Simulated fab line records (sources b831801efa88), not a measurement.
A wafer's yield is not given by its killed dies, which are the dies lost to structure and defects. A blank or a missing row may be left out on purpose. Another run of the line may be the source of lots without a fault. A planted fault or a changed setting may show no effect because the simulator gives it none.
Problem report, 8D (eight disciplines) form, completed by code -- flow sky130 -- the parts of the form that need people (team, actions taken, sign-off) are left out

1. THE PROBLEM
SD_N_RS at SKY_SD_N_RS_MEAS_16 reads a mean of 51.77 ohm/sq on 6 wafers of 2 lots; wafers without a fault read 68.59 ohm/sq with a standard deviation of 0.12. That is -99 or more standard deviations from the usual mean.
The step: measures by four-point-probe.
Earliest sighting: wafer L735.3 on filmMetro-04 at day 33 18:13. The record has a number at this step for 36 wafers belonging to 12 lots. By rule, "out" or "out of limits" means more than 4 standard deviations away from the usual mean. The rest of the wafers with a number are treated as sound.

2. WHAT THIS IS AND IS NOT
question,is,is not
which readings at this step,SD_N_RS,-
which lots,"L735, L738","L719, L720, L721, L723, L724, L725, L726, L728, L731, L741"
which wafers of those lots,all that have a number,-
read on which gauges,"filmMetro-02, filmMetro-04",filmMetro-03
when,from day 33 18:13,up to then (27 sound wafers); but 3 sound wafers of L741 came after

3. SUSPECTS, AND WHAT RULES EACH OUT
Counting: a tool at any process step up to the reading remains a suspect when it ran all the lots that are out and ran no sound lot after the first of those.
- the gauge at SKY_SD_N_RS_MEAS_16: ruled out. 2 gauges (filmMetro-02, filmMetro-04) read the wafers that are out.
- rtpAnneal-02 at SKY_SD_N_RTA_14 (time 2 s): kept. All lots that are out passed through it, beginning with L735 at day 33 18:01, and no sound lot followed; its final sound lot before that point was L731 at day 32 11:55.
Remaining after the count: rtpAnneal-02 at SKY_SD_N_RTA_14.

4. THE CAUSE (what the simulator had put in)
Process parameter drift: rtpAnneal-02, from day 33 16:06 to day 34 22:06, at SKY_SD_N_RTA_14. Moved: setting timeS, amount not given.
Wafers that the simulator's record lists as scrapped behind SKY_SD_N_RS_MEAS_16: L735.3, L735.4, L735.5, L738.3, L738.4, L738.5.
Only this tool survived the counting.

5. THE CHAIN OF EFFECTS, in route order
Rows list readings where the struck wafers' mean (over those with a number) sits beyond 3 standard deviations from the usual. Only readings for which the record gives a usual standard deviation are gone through. hours: the time from each lot's start at the first step in this table that gives one to its start at this step, as a median over the lots. sigmas: the change in usual standard deviations.
hours,step,reading,usual,on struck wafers,change,sigmas
0,SKY_SD_N_RS_MEAS_16,SD_N_RS,68.59 ohm/sq,51.77,-16.82,-99 or more

6. WHAT WOULD HAVE CAUGHT IT SOONER
In this record the first reading out of limits at a measuring or inspecting step was taken at day 33 18:13, 2 hours after the fault began at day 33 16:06.
Tool readings at SKY_SD_N_RTA_14 with a usual standard deviation given in the record: none out on any struck wafer, hence no alarm at a limit of 4 standard deviations on them.
Of the lots that are out (2), L738 began SKY_SD_N_RTA_14 on rtpAnneal-02 after day 33 18:13. A tool hold placed at that time would have kept it from harm.
